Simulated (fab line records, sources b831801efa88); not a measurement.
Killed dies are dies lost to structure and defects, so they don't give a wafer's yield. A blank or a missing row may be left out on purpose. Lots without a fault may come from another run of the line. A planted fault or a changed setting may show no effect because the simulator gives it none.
fab line records | flow gf180mcu
record lots=6 wafers=18 last_day=32
route steps=602 shown MIM@524 M5@526
lots that met no fault: from a run of the same line without faults
start_h: hours from the record's first day to the start of the lot's first wafer shown | wait_h: hours since the lot's step before | " the same as in the row above | L1.1+2: a row that stands for several wafers | - no value, or no start given | * or withheld: withheld | < > ~ a bound
route shown NAME@n: a module of which the file shows steps, and the number in the route of the first | usual: mean/standard deviation of fault-free wafers | same: alike in all rows | chamber/n: place in a boat | sites: the reading at each site | _std_site: their standard deviation | _edge_site: outer sites' mean less inner sites' | radius_mm: how far each site lies from the wafer's centre | mask NAME#n: copy n | behind: the tool/chamber that last shaped the wafer | hold: why the lot was held/for how many hours/how that ended | device: the transistor (n, p or np) that didn't switch | end of line: the same wafers' tests at the end of the route | a step without rows: its recipe alone | killed: dies lost to structure and defects at the first sort, not the wafer's yield | map: a wafer's dies, x killed, . not, _ none there
set.NAME: the setting as run; set.NAME@STEP: as run at that earlier step | model.NAME: the simulator's own value behind a step, which no gauge read
lots at some steps of the route; a table a step, a row a wafer
services: from which hour (start_h, from the record's first day; less than 0 if before it) a tool's chamber was out of use, for how many hours, and why
## steps
# step GF_MIM_STRIP_21
# recipe chemistry=post_etch_residue_remover time_s=1200 temp_c=72.5
# step GF_MIM_CLEAN_22
# recipe chemistry=DIW dry=n2_spin
# step GF_M5_DEHYDRATE_00
# recipe temp_c=200 time_s=60
# step GF_M5_HMDS_01
# recipe prime_time_s=60 prime_temp_c=120
# step GF_M5_COAT_02
# recipe resist=KrF spin_rpm=withheld resist_thk_nm=1000
# step GF_M5_SOFTBAKE_03
# recipe temp_c=130 time_s=60 resist=KrF
# step GF_M5_EXPOSE_04
# recipe mask_id=Metal5 target_cd_nm=280 na=0.68 source_shape=conventional sigma_outer=0.6 dose_mj=28
# step GF_M5_PEB_05
# recipe peb_temp_c=135 peb_time_s=90 resist=KrF
# step GF_M5_DEVELOP_06
# recipe develop_time_s=60 dev_temp_c=21
# step GF_M5_CD_MEAS_07
# recipe target_cd_nm=280
# usual cd_nm=279.9/0.97
# columns lot.wafer tool chamber start_h wait_h cd_nm
L263.1 cd_sem-02 - 605.20 0.1 280.8
L263.4 " - " " 283.2
L263.6 " - " " 282.1
L266.3 cd_sem-02 - 639.47 0.1 279.2
L266.4 " - " " 280.3
L266.5 " - " " 280.4
L268.1 cd_sem-02 - 639.65 0.1 280.0
L268.2 " - " " 281.0
L268.5 " - " " 280.2
L269.3 cd_sem-01 - 653.91 0.1 280.9
L269.4 " - " " 280.9
L269.5 " - " " 280.2
L276.2 cd_sem-01 - 712.21 0.1 280.1
L276.3 " - " " 279.9
L276.5 " - " " 278.4
L279.1 cd_sem-02 - 722.90 0.1 278.8
L279.2 " - " " 280.3
L279.5 " - " " 278.9
# step GF_M5_OVL_MEAS_08
# usual M5_OVL=5/6
# columns lot.wafer tool chamber start_h wait_h M5_OVL[nm]
L263.1 overlay-02 - 605.32 0.1 14
L263.4 " - " " 4
L263.6 " - " " 15
L266.3 overlay-01 - 639.56 0.1 3
L266.4 " - " " -2
L266.5 " - " " 6
L268.1 overlay-01 - 639.77 0.1 3
L268.2 " - " " -7
L268.5 " - " " 3
L269.3 overlay-02 - 654.01 0.1 -1
L269.4 " - " " -1
L269.5 " - " " -1
L276.2 overlay-02 - 712.32 0.1 1
L276.3 " - " " 9
L276.5 " - " " 8
L279.1 overlay-01 - 723.02 0.1 2
L279.2 " - " " -10
L279.5 " - " " 10
# step GF_M5_ETCH_09
# recipe chemistry=CF4/O2 target=Si3N4 target_depth_nm=52 source_w=800 bias_w=150 pressure_mtorr=150 cf4_flow_sccm=80 O2_flow_sccm=10 time_s=11.6
# usual O2_flow_sccm=10.01/0.031 bias_w=150.0/0.47 chamber_pressure_mTorr=149.98/0.14 drypump_motor_current_A=5.59/0.25 oes_product_au=0.998/0.011 rf_fwd_power_W=784/3.9 throttle_valve_pct=5.969/0.0095
# columns lot.wafer tool chamber start_h wait_h O2_flow_sccm bias_w chamber_pressure_mTorr drypump_motor_current_A oes_product_au rf_fwd_power_W rf_hours_counter_h throttle_valve_pct
L263.1 rie_diel-02 3 605.35 0.0 9.98 150.6 150.19 5.49 1.003 790 29 5.955
L263.4 " 2 " " 10.02 149.7 150.22 5.19 1.003 779 23 5.973
L263.6 " 0 " " 10.03 150.2 150.02 5.83 1.003 793 - 5.971
L266.3 rie_diel-02 0 639.59 0.0 9.96 149.8 149.95 5.87 1.008 786 22 5.988
L266.4 " 1 " " 9.99 150.4 150.02 6.12 0.992 786 5 5.964
L266.5 " 0 " " 10.00 149.1 150.18 5.83 0.989 790 - 5.970
L268.1 rie_diel-03 3 639.80 0.0 9.97 150.2 150.10 5.87 0.993 787 63 5.955
L268.2 " 2 " " 9.99 149.8 149.94 5.72 0.975 782 44 5.953
L268.5 " 1 " " 10.02 149.6 149.87 5.49 1.023 782 - 5.959
L269.3 rie_diel-01 3 654.03 0.0 9.98 150.0 149.93 5.36 1.008 782 23 5.969
L269.4 " 2 " " 9.96 151.1 149.86 5.56 0.989 786 9 5.973
L269.5 " 2 " " 9.98 151.0 150.06 5.57 0.988 785 - 5.961
L276.2 rie_diel-01 0 712.35 0.0 10.07 149.9 150.00 5.69 1.005 781 27 5.985
L276.3 " 3 " " 10.00 149.4 149.99 5.36 1.007 787 25 5.973
L276.5 " 0 " " 10.04 149.5 149.92 5.69 1.006 787 - 5.986
L279.1 rie_diel-01 3 723.05 0.0 10.02 149.6 150.03 5.35 0.987 784 26 5.967
L279.2 " 0 " " 9.97 150.6 149.80 5.73 0.997 785 27 5.973
L279.5 " 3 " " 10.02 149.4 149.69 5.29 1.002 784 - 5.971
# step GF_M5_METAL_ETCH_10
# recipe chemistry=Cl2/BCl3 mask_material=KrF target_depth_nm=627.5 stop_on=SiO2 pressure_mtorr=8 icp_w=800 bias_w=140 Cl2_flow_sccm=80 bcl3_flow_sccm=40 time_s=104.6
# usual bcl3_flow_sccm=40.00/0.13 bias_w=140.0/0.37 chamber_pressure_mTorr=8.001/0.0071 drypump_motor_current_A=5.7/0.39 oes_product_au=0.971/0.007 rf_fwd_power_W=794/3.5 throttle_valve_pct=28.252/0.011
# columns lot.wafer tool chamber start_h wait_h bcl3_flow_sccm bias_w chamber_pressure_mTorr drypump_motor_current_A oes_product_au rf_fwd_power_W rf_hours_counter_h throttle_valve_pct model.KrF_of_M5_COAT_02.thk_nm
L263.1 rie_metal-01 1 605.38 0.0 39.89 140.3 8.002 5.1 0.975 789 12 28.256 700.3
L263.4 " 1 " " 40.04 139.7 8.015 5.0 0.973 793 - 28.248 700.7
L263.6 " 1 " " 39.93 139.8 7.995 5.1 0.976 794 - 28.243 698.7
L266.3 rie_metal-02 0 639.65 0.0 - - - - - - - - 948.5
L266.4 " 1 " " - - - - - - - - 948.7
L266.5 " 0 " " - - - - - - - - 949.2
L268.1 rie_metal-03 1 639.83 0.0 - - - - - - - - 950.9
L268.2 " 1 " " - - - - - - - - 951.3
L268.5 " 1 " " - - - - - - - - 950
L269.3 rie_metal-03 0 654.09 0.0 39.92 140.0 8.002 5.7 0.974 795 - 28.250 703.2
L269.4 " 1 " " 39.99 140.1 7.997 5.7 0.983 796 - 28.259 701.8
L269.5 " 0 " " 39.89 140.1 8.007 5.7 0.966 788 - 28.261 704.8
L276.2 rie_metal-03 1 712.37 0.0 40.06 140.4 7.999 5.7 0.961 791 1 28.259 694.1
L276.3 " 0 " " 39.99 140.2 8.002 5.7 0.968 792 - 28.256 697.8
L276.5 " 1 " " 39.96 140.5 7.992 5.7 0.978 792 - 28.259 694.2
L279.1 rie_metal-01 1 723.08 0.0 40.16 140.5 7.995 5.0 0.972 793 4 28.257 704.8
L279.2 " 0 " " 40.14 139.3 7.997 6.2 0.971 785 14 28.251 700.4
L279.5 " 0 " " 40.21 140.1 7.992 6.2 0.970 789 - 28.247 695.6
# step GF_M5_STRIP_11
# recipe chemistry=O2/N2 power_w=1400 pressure_mtorr=1500 platen_temp_c=250 o2_flow_sccm=3000 n2_flow_sccm=300 overash_fraction=0.5
# usual chamber_pressure_mTorr=1499.9/1.3 drypump_motor_current_A=5.5/0.44 heater_power_w=321/12 oes_product_au=0.543/0.0047 strip_time_to_endpoint_s=7.54/0.042
# columns lot.wafer tool chamber start_h wait_h chamber_pressure_mTorr drypump_motor_current_A heater_power_w oes_product_au rf_hours_counter_h strip_time_to_endpoint_s
L263.1 plasma_asher-04 1 605.60 0.2 1498.9 4.8 302 0.538 94 7.53
L263.4 " 1 " " 1496.4 4.8 310 0.543 - 7.53
L263.6 " 0 " " 1497.1 5.5 322 0.536 - 7.53
L266.3 plasma_asher-04 1 639.75 0.1 1497.6 4.8 314 0.648 - 9.94
L266.4 " 0 " " 1500.7 5.6 315 0.637 - 9.94
L266.5 " 1 " " 1498.9 4.8 311 0.644 - 9.95
L268.1 plasma_asher-04 1 640.05 0.2 1499.6 4.8 301 0.645 98 9.96
L268.2 " 0 " " 1498.9 5.5 318 0.635 98 9.96
L268.5 " 1 " " 1500.2 4.8 314 0.646 - 9.95
L269.3 plasma_asher-04 0 654.20 0.1 1501.2 5.5 322 0.548 - 7.57
L269.4 " 1 " " 1500.4 4.8 311 0.542 - 7.55
L269.5 " 0 " " 1500.0 5.6 316 0.538 - 7.58
L276.2 plasma_asher-03 1 712.48 0.1 1499.1 5.5 345 0.538 89 7.47
L276.3 " 0 " " 1501.1 6.1 318 0.539 - 7.53
L276.5 " 1 " " 1500.4 5.5 341 0.535 - 7.47
L279.1 plasma_asher-03 0 723.19 0.1 1503.7 6.1 323 0.555 91 7.59
L279.2 " 1 " " 1499.9 5.5 344 0.554 91 7.54
L279.5 " 0 " " 1501.1 6.1 324 0.544 - 7.50
# step GF_M5_STRIP_12
# recipe chemistry=post_etch_residue_remover time_s=1200 temp_c=72.5
## services
# columns tool chamber start_h hours kind
plasma_asher-03 - 595.57 2.8 pm
rie_metal-02 - 599.28 0.2 repair
rie_metal-01 0 604.34 2.3 repair
rie_metal-01 1 606.68 - clean
rie_metal-01 1 606.68 19.3 scheduled_down
rie_metal-01 1 606.68 19.3 vent_cycle
rie_diel-03 0 608.58 4.6 repair
rie_metal-03 0 618.49 - clean
rie_metal-03 0 618.49 22.8 scheduled_down
rie_metal-03 0 618.49 22.8 vent_cycle
rie_diel-03 2 649.83 10.0 repair
rie_metal-03 1 656.51 - clean
rie_metal-03 1 656.51 18.1 scheduled_down
rie_metal-03 1 656.51 18.1 vent_cycle
rie_diel-03 1 659.84 - clean
rie_diel-03 1 659.84 19.8 scheduled_down
rie_diel-03 1 659.84 19.8 vent_cycle
rie_metal-02 - 676.41 0.4 repair
rie_diel-03 3 679.68 - clean
plasma_asher-03 - 688.70 4.1 repair
rie_diel-01 - 697.30 0.1 repair
rie_metal-01 0 699.67 2.9 repair
plasma_asher-03 - 708.34 1.6 repair
rie_diel-01 - 719.55 0.8 repair
## key
first_sign step=GF_M5_METAL_ETCH_10 reading=tool_record direction=missing
effect step=GF_M5_STRIP_11 reading=strip_time_to_endpoint_s direction=up sigmas=57 usual=* struck=*
model_effect step=GF_M5_METAL_ETCH_10 value=KrF_of_M5_COAT_02.thk_nm without=699.3 struck=949.8
met_at GF_M5_METAL_ETCH_10
struck_wafers L266.3,L266.4,L266.5,L268.1,L268.2,L268.5
later_rows_left_out L266.3,L266.4,L266.5,L268.1,L268.2,L268.5
sort_left_out L266.3,L266.4,L266.5,L268.1,L268.2,L268.5
fault kind=skipped_step_whole tool=rie_metal-02,rie_metal-03 chamber=- onset_h=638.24 steps=GF_M5_METAL_ETCH_10 scope=struck_lots_only
# sort_left_out: the simulated sort isn't trusted on such a fault, so these wafers' sort isn't shown, and their yield isn't known
# later_rows_left_out: the simulator's readings of these wafers behind a module that went badly wrong aren't trusted and aren't shown, but for the sort
